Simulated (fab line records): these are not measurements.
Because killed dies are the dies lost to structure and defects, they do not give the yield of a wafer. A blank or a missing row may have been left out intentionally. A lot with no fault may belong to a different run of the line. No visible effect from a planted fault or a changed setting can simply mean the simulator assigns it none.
fab line records    flow sky130
[record] lots = 6  wafers = 18  last_day = 50
route steps=708 shown METAL5@671 PASSIVATION@681 PAD_OPEN@694
lots untouched by any fault: they come from a run of this same line in which no faults occurred
start_h: hours from the record's opening day to when the first of the lot's shown wafers began    wait_h: hours elapsed since this lot's preceding step    " identical to the entry in the row above    L1.1+2: one row covering several wafers at once    - no value present, or no start provided    * or withheld: withheld    < > ~ a bound
route shown NAME@n: a module of which the file shows steps, and the number in the route of the first    usual: mean/standard deviation taken from wafers without a fault    same: alike in all rows    chamber/n: place in a boat    sites: per-site readings    _std_site: the standard deviation of these    _edge_site: inner sites' mean taken away from outer sites' mean    radius_mm: for every site, how far away it sits from the centre of the wafer    mask NAME#n: copy n    behind: tool/chamber where the wafer was last shaped    hold: what put the lot on hold/how long, in hours/how the hold closed    device: transistor that didn't switch, given as n, p or np    end of line: the route-end tests of the same wafers    step lacking rows: just its recipe    killed: dies that structure and defects cost at the first sort, which is not the same as the wafer's yield    map: the dies of a wafer, with x for killed, . for not killed, _ for no die there
set.NAME: the setting the step ran with; set.NAME@STEP: the setting that earlier step ran with    model.NAME: the simulator's own value behind a step, which no gauge read
certain route steps with their lots: each step a table, each wafer a row
services: the hour from which a tool's chamber was out of use, counted from the record's first day as start_h (under 0 if before that day), plus the number of hours and why
[[steps]]
[step SKY_METAL5_SOFTBAKE_10]
[recipe] temp_c = 90  time_s = 60  resist = NOVOLAK
[step SKY_METAL5_EXPOSE_11]
[recipe] mask_id = MM5  na = 0.6  source_shape = conventional  sigma_outer = 0.6  polarization = unpolarized  target_cd_nm = 1600  dose_mj = 190
[step SKY_METAL5_PEB_12]
[recipe] temp_c = withheld  time_s = *  resist = NOVOLAK
[step SKY_METAL5_DEVELOP_13]
[recipe] resist = NOVOLAK  developer = TMAH  develop_time_s = 60  dev_temp_c = 23
[step SKY_METAL5_DESCUM_14]
[recipe] chemistry = O2  source_power_w = 150  bias_power_w = 0  pressure_mtorr = 10  temp_c = 40  time_s = 11
[usual] drypump_motor_current_A = 6.1/0.33  oes_product_au = 0.992/0.015
[same] bias_power_w = 0
lot.wafer  tool          chamber  start_h  wait_h  drypump_motor_current_A  oes_product_au  rf_hours_counter_h
L770.1     rie_metal-01  1        1038.87  0.1     6.4                      1.012           12
L770.4     "             1        "        "       6.4                      1.015           -
L770.5     "             0        "        "       6.1                      0.976           -
L772.3     rie_metal-04  0        1054.06  0.1     5.6                      0.993           -
L772.5     "             0        "        "       5.6                      0.981           -
L772.6     "             1        "        "       6.5                      1.001           -
L782.2     rie_metal-03  0        1119.50  0.1     6.0                      0.984           16
L782.4     "             1        "        "       5.7                      0.982           -
L782.5     "             0        "        "       6.0                      0.977           -
L783.1     rie_metal-01  1        1126.27  0.1     6.3                      1.003           20
L783.3     "             1        "        "       6.4                      1.006           -
L783.6     "             0        "        "       6.2                      0.999           -
L791.2     rie_metal-03  1        1167.27  0.1     5.7                      0.982           14
L791.4     "             1        "        "       5.7                      0.980           -
L791.5     "             0        "        "       6.0                      0.977           -
L792.1     rie_metal-03  1        1172.32  0.1     5.7                      0.989           15
L792.2     "             0        "        "       6.0                      0.979           21
L792.3     "             0        "        "       6.0                      0.978           -
[step SKY_METAL5_METAL_ETCH_15]
[recipe] target_depth_a = 12600  stop_on = SiO2  over_etch_frac = 0.2  time_s = 252  chemistry = Cl2/BCl3  resist_sidewall_deg = 86  pressure_mtorr = 10  icp_w = 900  bias_w = 48.5  Cl2_flow_sccm = 60  bcl3_flow_sccm = 30
[step SKY_METAL5_STRIP_16]
[recipe] chemistry = O2/N2  power_w = 1400  pressure_mtorr = 1500  platen_temp_c = withheld  o2_flow_sccm = 3000  n2_flow_sccm = 300  overash_fraction = 0.5
[usual] drypump_motor_current_A = 5.7/0.39  oes_product_au = 0.710/0.0049  strip_time_to_endpoint_s = 13.15/0.2
lot.wafer  tool             chamber  start_h  wait_h  drypump_motor_current_A  oes_product_au  rf_hours_counter_h  strip_time_to_endpoint_s
L770.1     plasma_asher-03  1        1039.23  0.2     5.8                      0.718           61                  12.98
L770.4     "                1        "        "       5.8                      0.720           -                   13.04
L770.5     "                1        "        "       5.8                      0.710           -                   13.56
L772.3     plasma_asher-01  1        1054.35  0.1     5.4                      0.710           -                   13.24
L772.5     "                0        "        "       6.0                      0.718           -                   13.29
L772.6     "                1        "        "       5.4                      0.704           -                   13.13
L782.2     plasma_asher-03  0        1119.77  0.2     6.1                      0.711           68                  13.42
L782.4     "                1        "        "       5.9                      0.707           -                   13.28
L782.5     "                0        "        "       6.1                      0.717           -                   13.36
L783.1     plasma_asher-01  1        1126.54  0.2     5.5                      0.719           98                  12.88
L783.3     "                0        "        "       6.0                      0.718           -                   12.88
L783.6     "                1        "        "       5.4                      0.712           -                   13.10
L791.2     plasma_asher-01  0        1167.54  0.2     6.0                      0.718           102                 13.30
L791.4     "                1        "        "       5.5                      0.706           -                   13.28
L791.5     "                0        "        "       5.9                      0.713           -                   13.28
L792.1     plasma_asher-01  0        1172.59  0.2     5.9                      0.709           103                 13.26
L792.2     "                1        "        "       5.5                      0.705           103                 13.28
L792.3     "                0        "        "       5.9                      0.710           -                   13.28
[step SKY_METAL5_STRIP_17]
[recipe] chemistry = post_etch_residue_remover  time_s = 1200  temp_c = 72.5
[step SKY_METAL5_CLEAN_18]
[recipe] chemistry = IPA  time_s = 180  temp_c = 25
[step SKY_METAL5_CLEAN_19]
[recipe] chemistry = O3/DIW  dry = n2_spin
[step SKY_PASSIVATION_CVD_00]
[recipe] material = SiO2  target_thk_nm = 90  temp_c = 400  time_s = withheld  rf_w = 600
[usual] heater_power_w = 675/99  rf_fwd_power_W = 589.3/2.8
lot.wafer  tool      chamber  start_h  wait_h  heater_power_w  rf_fwd_power_W
L770.1     pecvd-01  2        1039.82  0.0     685             587.0
L770.4     "         1        "        "       561             590.2
L770.5     "         2        "        "       695             589.4
L772.3     pecvd-04  0        1054.95  0.0     838             590.7
L772.5     "         0        "        "       843             587.6
L772.6     "         1        "        "       548             586.8
L782.2     pecvd-02  0        1120.36  0.0     852             590.5
L782.4     "         0        "        "       851             593.5
L782.5     "         2        "        "       633             592.8
L783.1     pecvd-02  2        1127.14  0.0     734             592.7
L783.3     "         0        "        "       856             593.4
L783.6     "         2        "        "       728             593.3
L791.2     pecvd-01  0        1168.13  0.0     521             590.9
L791.4     "         0        "        "       527             592.2
L791.5     "         1        "        "       503             586.1
L792.1     pecvd-01  1        1173.18  0.0     597             586.6
L792.2     "         0        "        "       568             591.2
L792.3     "         2        "        "       747             589.3
[step SKY_PASSIVATION_THK_MEAS_01]
[recipe] reads = SiO2_of_PASSIVATION_CVD_00
[usual] PASSIVATION_CVD_00_THK = 89.9/1.3
lot.wafer  tool           chamber  start_h  wait_h  PASSIVATION_CVD_00_THK[nm]
L770.1     film_metro-04  -        1039.85  -       90.3
L770.4     "              -        "        "       89.9
L770.5     "              -        "        "       90.9
L772.3     film_metro-02  -        1054.99  -       89.7
L772.5     "              -        "        "       91.0
L772.6     "              -        "        "       90.1
L782.2     film_metro-02  -        1120.39  -       89.0
L782.4     "              -        "        "       91.5
L782.5     "              -        "        "       91.5
L783.1     film_metro-03  -        1127.16  -       89.6
L783.3     "              -        "        "       91.1
L783.6     "              -        "        "       91.7
L791.2     film_metro-03  -        1168.16  -       89.3
L791.4     "              -        "        "       90.5
L791.5     "              -        "        "       89.2
L792.1     film_metro-03  -        1173.20  -       86.2
L792.2     "              -        "        "       88.6
L792.3     "              -        "        "       88.3
[step SKY_PASSIVATION_CVD_02]
[recipe] material = Si3N4  target_thk_nm = 540  temp_c = 400  time_s = withheld  rf_w = 450
[usual] heater_power_w = 734/90  rf_fwd_power_W = 449.1/1.4
lot.wafer  tool      chamber  start_h  wait_h  heater_power_w  rf_fwd_power_W  model.Si3N4_of_PASSIVATION_CVD_02.thk_nm
L770.1     pecvd-04  0        1039.91  0.1     877             449.8           539.8
L770.4     "         2        "        "       742             448.6           555
L770.5     "         0        "        "       887             446.2           555.3
L772.3     pecvd-01  0        1055.03  0.0     592             449.9           534.5
L772.5     "         1        "        "       626             450.2           549.9
L772.6     "         0        "        "       632             447.5           541.6
L782.2     pecvd-01  1        1120.44  0.0     585             628.0           598.4
L782.4     "         1        "        "       458             629.8           607.9
L782.5     "         2        "        "       614             628.9           609.1
L783.1     pecvd-01  1        1127.22  0.1     536             628.6           597.5
L783.3     "         2        "        "       715             627.8           589
L783.6     "         0        "        "       631             629.5           596.2
L791.2     pecvd-04  1        1168.21  0.0     719             447.4           533.7
L791.4     "         2        "        "       703             449.7           556.6
L791.5     "         1        "        "       712             445.8           547.2
L792.1     pecvd-04  1        1173.26  0.1     653             452.5           534.5
L792.2     "         2        "        "       730             448.3           550.7
L792.3     "         0        "        "       849             451.0           538.3
[step SKY_PASSIVATION_THK_MEAS_03]
[recipe] reads = Si3N4_of_PASSIVATION_CVD_02
[usual] PASSIVATION_CVD_02_THK = 543/7.9
lot.wafer  tool           chamber  start_h  wait_h  PASSIVATION_CVD_02_THK[nm]
L770.1     film_metro-02  -        1040.13  -       540
L770.4     "              -        "        "       555
L770.5     "              -        "        "       555
L772.3     film_metro-04  -        1055.28  -       535
L772.5     "              -        "        "       550
L772.6     "              -        "        "       542
L782.2     film_metro-04  -        1120.68  -       598
L782.4     "              -        "        "       608
L782.5     "              -        "        "       609
L783.1     film_metro-03  -        1127.44  -       598
L783.3     "              -        "        "       589
L783.6     "              -        "        "       596
L791.2     film_metro-03  -        1168.45  -       533
L791.4     "              -        "        "       556
L791.5     "              -        "        "       548
L792.1     film_metro-04  -        1173.49  -       534
L792.2     "              -        "        "       550
L792.3     "              -        "        "       538
[step SKY_PASSIVATION_DEHYDRATE_04]
[recipe] temp_c = 200  time_s = 60
[step SKY_PASSIVATION_HMDS_05]
[recipe] prime_time_s = 60  prime_temp_c = 120
[step SKY_PASSIVATION_COAT_06]
[recipe] spin_rpm = 2000  resist_thk_nm = 3000
[step SKY_PASSIVATION_SOFTBAKE_07]
[recipe] temp_c = 110  time_s = withheld
[step SKY_PASSIVATION_EXPOSE_08]
[recipe] mask_id = NSM  target_cd_nm = 3000  na = 0.57  dose_mj = 260
[step SKY_PASSIVATION_PEB_09]
[recipe] temp_c = 115  time_s = withheld
[step SKY_PASSIVATION_DEVELOP_10]
[recipe] develop_time_s = 60  dev_temp_c = 23
[step SKY_PASSIVATION_ETCH_11]
[recipe] chemistry = CF4/O2  target_depth_nm = 725  stop_on = AlCu  source_w = 800  bias_w = 150  pressure_mtorr = 150  cf4_flow_sccm = 80  O2_flow_sccm = 10  time_s = 161.1
[usual] drypump_motor_current_A = 5.6/0.42  oes_product_au = 0.978/0.0079  throttle_valve_pct = 5.965/0.0093
lot.wafer  tool         chamber  start_h  wait_h  drypump_motor_current_A  oes_product_au  rf_hours_counter_h  throttle_valve_pct  model.PASSIVATION.feature_depth_nm  model.etch.depth_nm
L770.1     rie_diel-04  2        1062.24  -       5.6                      0.979           19                  5.968               704.2                               704.2
L770.4     "            3        "        "       5.6                      0.978           14                  5.964               712.5                               712.5
L770.5     "            1        "        "       6.1                      0.997           -                   5.976               720.7                               720.7
L772.3     rie_diel-02  0        1076.69  -       5.1                      0.965           11                  5.985               698.7                               698.7
L772.5     "            1        "        "       6.1                      0.973           -                   5.959               705.2                               705.2
L772.6     "            2        "        "       5.0                      0.984           -                   5.950               706.3                               706.3
L782.2     rie_diel-02  0        1140.57  -       5.1                      0.996           13                  5.977               714.9                               714.9
L782.4     "            3        "        "       5.3                      0.976           9                   5.956               699.5                               699.5
L782.5     "            1        "        "       6.1                      0.983           -                   5.963               700.5                               700.5
L783.1     rie_diel-01  2        1147.00  -       5.8                      1.003           23                  5.961               727.6                               727.6
L783.3     "            3        "        "       5.1                      0.996           15                  5.966               725.3                               725.3
L783.6     "            2        "        "       5.8                      1.005           -                   5.973               723.7                               723.7
L791.2     rie_diel-04  2        1185.75  -       5.6                      0.979           24                  5.965               697.9                               697.9
L791.4     "            0        "        "       5.3                      0.965           23                  5.974               694.4                               694.4
L791.5     "            0        "        "       5.3                      0.958           -                   5.983               690.3                               690.3
L792.1     rie_diel-01  1        1190.62  -       6.2                      0.967           25                  5.980               695.1                               695.1
L792.2     "            0        "        "       6.1                      0.981           21                  5.963               713.7                               713.7
L792.3     "            2        "        "       5.8                      0.974           24                  5.971               701.2                               701.2
[step SKY_PASSIVATION_STRIP_12]
[recipe] chemistry = O2/N2  power_w = 1400  pressure_mtorr = 1500  platen_temp_c = withheld  overash_fraction = 0.7  o2_flow_sccm = 3000  n2_flow_sccm = 300
[usual] drypump_motor_current_A = 5.6/0.52  oes_product_au = 0.661/0.0045  strip_time_to_endpoint_s = 31.55/0.17
lot.wafer  tool             chamber  start_h  wait_h  drypump_motor_current_A  oes_product_au  rf_hours_counter_h  strip_time_to_endpoint_s
L770.1     plasma_asher-02  0        1062.35  0.1     5.1                      0.661           31                  31.40
L770.4     "                1        "        "       6.1                      0.656           -                   31.56
L770.5     "                1        "        "       6.1                      0.659           -                   31.34
L772.3     plasma_asher-04  1        1076.83  0.1     4.9                      0.661           -                   31.64
L772.5     "                1        "        "       4.9                      0.660           -                   31.83
L772.6     "                0        "        "       6.1                      0.658           -                   31.33
L782.2     plasma_asher-04  0        1140.68  0.1     6.1                      0.664           8                   31.67
L782.4     "                1        "        "       4.9                      0.668           -                   31.65
L782.5     "                0        "        "       6.1                      0.663           -                   31.48
L783.1     plasma_asher-04  0        1147.11  0.1     6.1                      0.665           8                   31.48
L783.3     "                1        "        "       4.9                      0.655           -                   31.56
L783.6     "                1        "        "       4.9                      0.670           -                   31.55
L791.2     plasma_asher-02  1        1185.86  0.1     6.1                      0.668           43                  31.45
L791.4     "                0        "        "       5.1                      0.655           -                   31.75
L791.5     "                0        "        "       5.1                      0.665           -                   31.78
L792.1     plasma_asher-02  0        1190.73  0.1     5.1                      0.661           44                  31.44
L792.2     "                1        "        "       6.1                      0.665           44                  31.49
L792.3     "                0        "        "       5.1                      0.662           -                   31.60
[step SKY_PAD_OPEN_DEHYDRATE_00]
[recipe] temp_c = 200  time_s = 60
[step SKY_PAD_OPEN_HMDS_01]
[recipe] prime_time_s = 60  prime_temp_c = 120
[step SKY_PAD_OPEN_COAT_02]
[recipe] spin_rpm = 2000  resist_thk_nm = 3000
[step SKY_PAD_OPEN_SOFTBAKE_03]
[recipe] temp_c = 110  time_s = withheld
[step SKY_PAD_OPEN_EXPOSE_04]
[recipe] mask_id = PDM  target_cd_nm = 60000  na = 0.57  dose_mj = 260
[step SKY_PAD_OPEN_PEB_05]
[recipe] temp_c = 115  time_s = withheld
[step SKY_PAD_OPEN_DEVELOP_06]
[recipe] develop_time_s = 60  dev_temp_c = 23
[step SKY_PAD_OPEN_ETCH_07]
[recipe] chemistry = CF4/O2  target_depth_nm = 725  stop_on = AlCu  source_w = 800  bias_w = 150  pressure_mtorr = 150  cf4_flow_sccm = 80  O2_flow_sccm = 10  time_s = 161.1
[usual] drypump_motor_current_A = 5.8/0.45  oes_product_au = 0.977/0.0081  throttle_valve_pct = 5.965/0.0098
lot.wafer  tool         chamber  start_h  wait_h  drypump_motor_current_A  oes_product_au  rf_hours_counter_h  throttle_valve_pct  model.etch.depth_nm  model.PAD_OPEN.feature_depth_nm
L770.1     rie_diel-04  3        1083.87  -       5.6                      0.983           15                  5.969               704.2                704.2
L770.4     "            2        "        "       5.6                      0.988           20                  5.976               719.8                719.8
L770.5     "            2        "        "       5.6                      0.986           -                   5.986               720.7                720.7
L772.3     rie_diel-04  2        1097.72  -       5.6                      0.968           20                  5.968               698.7                698.7
L772.5     "            3        "        "       5.6                      0.980           -                   5.966               708.4                708.4
L772.6     "            0        "        "       5.3                      0.967           -                   5.951               686.9                686.9
L782.2     rie_diel-04  1        1160.32  -       6.1                      1.009           21                  5.987               754.4                754.4
L782.4     "            0        "        "       5.3                      0.959           21                  5.973               685.5                685.5
L782.5     "            1        "        "       6.1                      0.973           -                   5.956               700.5                700.5
L783.1     rie_diel-03  3        1164.82  -       5.2                      1.002           31                  5.960               731.1                731.1
L783.3     "            2        "        "       6.2                      0.998           23                  5.972               733.7                733.7
L783.6     "            0        "        "       5.7                      0.983           -                   5.958               706.1                706.1
L791.2     rie_diel-03  1        1201.24  -       6.6                      0.977           30                  5.957               697.9                697.9
L791.4     "            1        "        "       6.7                      0.986           -                   5.965               721.7                721.7
L791.5     "            0        "        "       5.7                      0.966           -                   5.964               700.9                700.9
L792.1     rie_diel-04  0        1206.99  -       5.3                      0.960           24                  5.960               692.7                692.7
L792.2     "            3        "        "       5.5                      0.978           20                  5.984               712.8                712.8
L792.3     "            1        "        "       6.1                      0.981           23                  5.952               701.2                701.2
[step SKY_PAD_OPEN_STRIP_08]
[recipe] chemistry = O2/N2  power_w = 1400  pressure_mtorr = 1500  platen_temp_c = withheld  overash_fraction = 0.7  o2_flow_sccm = 3000  n2_flow_sccm = 300
[usual] drypump_motor_current_A = 5.7/0.5  oes_product_au = 0.663/0.0048  strip_time_to_endpoint_s = 37.08/0.088
lot.wafer  tool             chamber  start_h  wait_h  drypump_motor_current_A  oes_product_au  rf_hours_counter_h  strip_time_to_endpoint_s
L770.1     plasma_asher-03  0        1083.98  0.1     6.0                      0.656           65                  37.01
L770.4     "                1        "        "       5.9                      0.668           -                   36.97
L770.5     "                0        "        "       6.1                      0.673           -                   37.07
L772.3     plasma_asher-02  0        1097.86  0.1     5.1                      0.663           -                   37.11
L772.5     "                1        "        "       6.2                      0.660           -                   37.27
L772.6     "                0        "        "       5.1                      0.662           -                   37.06
L782.2     plasma_asher-03  1        1160.43  0.1     5.8                      0.662           70                  37.19
L782.4     "                0        "        "       6.0                      0.656           -                   37.17
L782.5     "                0        "        "       6.0                      0.666           -                   37.27
L783.1     plasma_asher-02  0        1164.93  0.1     5.1                      0.660           41                  37.07
L783.3     "                1        "        "       6.2                      0.663           -                   37.00
L783.6     "                0        "        "       5.1                      0.659           -                   37.06
L791.2     plasma_asher-03  1        1201.35  0.1     5.8                      0.655           74                  37.03
L791.4     "                0        "        "       6.1                      0.662           -                   36.93
L791.5     "                1        "        "       5.8                      0.662           -                   36.93
L792.1     plasma_asher-03  0        1207.10  0.1     6.1                      0.662           75                  37.10
L792.2     "                1        "        "       5.8                      0.658           75                  37.00
L792.3     "                1        "        "       5.9                      0.666           -                   37.10
[step SKY_PAD_OPEN_STRIP_09]
[recipe] chemistry = post_etch_residue_remover  time_s = 1200  temp_c = 72.5
lot.wafer  tool          chamber  start_h  wait_h  model.Si3N4_of_PASSIVATION_CVD_02.thk_nm
L770.1     wet_bench-01  3        1084.08  0.1     539.4
L770.4     "             3        "        "       554.7
L770.5     "             3        "        "       554.9
L772.3     wet_bench-04  2        1097.93  0.0     534.1
L772.5     "             2        "        "       549.6
L772.6     "             2        "        "       541.3
L782.2     wet_bench-01  0        1160.53  0.1     598.1
L782.4     "             0        "        "       607.6
L782.5     "             0        "        "       608.8
L783.1     wet_bench-04  2        1165.10  0.1     597.1
L783.3     "             2        "        "       588.7
L783.6     "             2        "        "       595.9
L791.2     wet_bench-04  1        1201.53  0.1     533.3
L791.4     "             1        "        "       556.3
L791.5     "             1        "        "       546.8
L792.1     wet_bench-04  1        1207.20  0.1     534.1
L792.2     "             1        "        "       550.3
L792.3     "             1        "        "       537.9
[step SKY_PAD_OPEN_CLEAN_10]
[recipe] chemistry = IPA  time_s = 180  temp_c = 25
[[services]]
tool             chamber  start_h  hours  kind
plasma_asher-04  -        1029.24  0.6    repair
rie_diel-03      2        1031.12  2.1    repair
plasma_asher-04  -        1046.59  2.1    repair
rie_diel-01      -        1049.59  15.6   pm
plasma_asher-04  -        1055.25  9.0    pm
pecvd-01         -        1061.92  19.7   repair
rie_metal-01     -        1064.44  0.4    repair
pecvd-04         2        1071.45  21.6   repair
plasma_asher-01  -        1077.46  1.1    repair
pecvd-04         -        1078.19  1.0    repair
plasma_asher-03  -        1087.81  0.7    repair
pecvd-04         -        1090.93  2.8    pm
pecvd-02         -        1105.13  6.0    pm
rie_diel-01      3        1113.91  2.4    repair
wet_bench-04     -        1118.33  1.2    repair
rie_diel-03      -        1119.59  2.1    repair
rie_diel-01      3        1120.89  7.2    repair
plasma_asher-03  -        1126.52  24.6   repair
rie_diel-01      0        1157.46  5.1    repair
rie_metal-01     1        1164.80  3.8    repair
pecvd-02         -        1172.88  1.5    repair
plasma_asher-04  -        1177.61  2.8    pm
rie_diel-04      -        1183.52  0.6    repair
wet_bench-04     -        1202.08  1.9    pm
[[key]]
[first_sign] step = SKY_PASSIVATION_CVD_02  reading = rf_fwd_power_W  direction = up  sigmas = 99+  usual = 449.1  struck = 628.8
[effect] step = SKY_PASSIVATION_THK_MEAS_03  reading = PASSIVATION_CVD_02_THK  direction = up  sigmas = 7.1  usual = 543  struck = 600
[model_effect] step = SKY_PASSIVATION_CVD_02  value = Si3N4_of_PASSIVATION_CVD_02.thk_nm  without = 542.3  struck = 599.7
[model_effect] step = SKY_PASSIVATION_ETCH_11  value = PASSIVATION.feature_depth_nm  without = 707.2  struck = 715.2
[model_effect] step = SKY_PAD_OPEN_ETCH_07  value = etch.depth_nm  without = 702.6  struck = 718.5
[model_effect] step = SKY_PAD_OPEN_STRIP_09  value = Si3N4_of_PASSIVATION_CVD_02.thk_nm  without = 542  struck = 599.3
met_at SKY_PASSIVATION_CVD_02
struck_wafers L782.2,L782.4,L782.5,L783.1,L783.3,L783.6
onset_between 1055.03 1120.44
[fault] kind = process_parameter_drift  tool = pecvd-01  chamber = -  onset_h = 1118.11  steps = SKY_PASSIVATION_CVD_02  channel = rf_w  offset = 180  shape = step  end_h = 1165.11  acts_in = these_recipes_only  stated = 450
